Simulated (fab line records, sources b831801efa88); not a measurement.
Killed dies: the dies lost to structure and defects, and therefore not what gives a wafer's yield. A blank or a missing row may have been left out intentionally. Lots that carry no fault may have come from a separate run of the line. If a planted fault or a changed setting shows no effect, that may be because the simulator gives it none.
Which tool did it? | flow gf180mcu | 6 lots, 18 wafers sampled, at 4 steps of a route of 602

WHAT EACH GAUGE READ, for each wafer
GF_PASSIVATION_BOW_MEAS_14.
lot  | measured     | on            | PASSIVATION_BOW (um)
L554 | day 29 22:19 | film-metro-03 | 146 149 150
L556 | day 30 11:31 | film-metro-04 | 121 129 128
L558 | day 31 05:41 | film-metro-03 | 137 138 134
L564 | day 32 22:40 | film-metro-04 | 138 140 131
L569 | day 34 01:22 | film-metro-03 | 139 141 139
L573 | day 34 19:13 | film-metro-01 | 141 144 137

WHICH TOOL RAN EACH LOT (tool, then ch and the chambers of the sampled wafers, then the start)
lot  | GF_M4_SPUTTER_01             | GF_V4_CVD_23                  | GF_TOP_METAL_SPUTTER_00
L554 | pvd-sputter-04, day 23 13:08 | cvd-w-02 ch 0,1, day 25 11:46 | pvd-sputter-03, day 28 04:59
L556 | pvd-sputter-03, day 24 05:02 | cvd-w-01 ch 0,1, day 26 01:58 | pvd-sputter-03, day 28 18:28
L558 | pvd-sputter-02, day 25 03:16 | cvd-w-02 ch 0,1, day 26 22:55 | pvd-sputter-02, day 29 14:19
L564 | pvd-sputter-04, day 27 04:33 | cvd-w-01 ch 0,1, day 28 21:32 | pvd-sputter-02, day 31 09:02
L569 | pvd-sputter-03, day 28 13:31 | cvd-w-02 ch 0,1, day 30 06:17 | pvd-sputter-04, day 32 14:11
L573 | pvd-sputter-03, day 29 13:38 | cvd-w-02 ch 0,1, day 31 04:33 | pvd-sputter-04, day 33 10:09
- GF_M4_SPUTTER_01: material TiN, target thk 30 nm, time 25 s.
- GF_V4_CVD_23: deposits W, target thk 350 nm, time 104.9 s.
- GF_TOP_METAL_SPUTTER_00: material Ti, target thk 37.5 nm, time 150 s.

THE ANSWER, worked out from the rows above alone
Rule: usual is defined by the lots themselves. Put in order of their means at a reading, lots are off if they are a third of the lots or fewer, leave a main group of 4 or more, and stand apart from it by a gap of 3 or more times the standard deviation of the main group's means; of several such gaps the widest counts. The tables above print the reading to a certain number of digits; a main group whose means all agree to those digits is not used. Also off: a lot with no number at a reading for which 4 or more lots have one. The other lots that the step has rows for count as sound.
No lot is off at any reading shown: from this, nothing can be told.

WHAT WAS PUT IN BY THE SIMULATOR
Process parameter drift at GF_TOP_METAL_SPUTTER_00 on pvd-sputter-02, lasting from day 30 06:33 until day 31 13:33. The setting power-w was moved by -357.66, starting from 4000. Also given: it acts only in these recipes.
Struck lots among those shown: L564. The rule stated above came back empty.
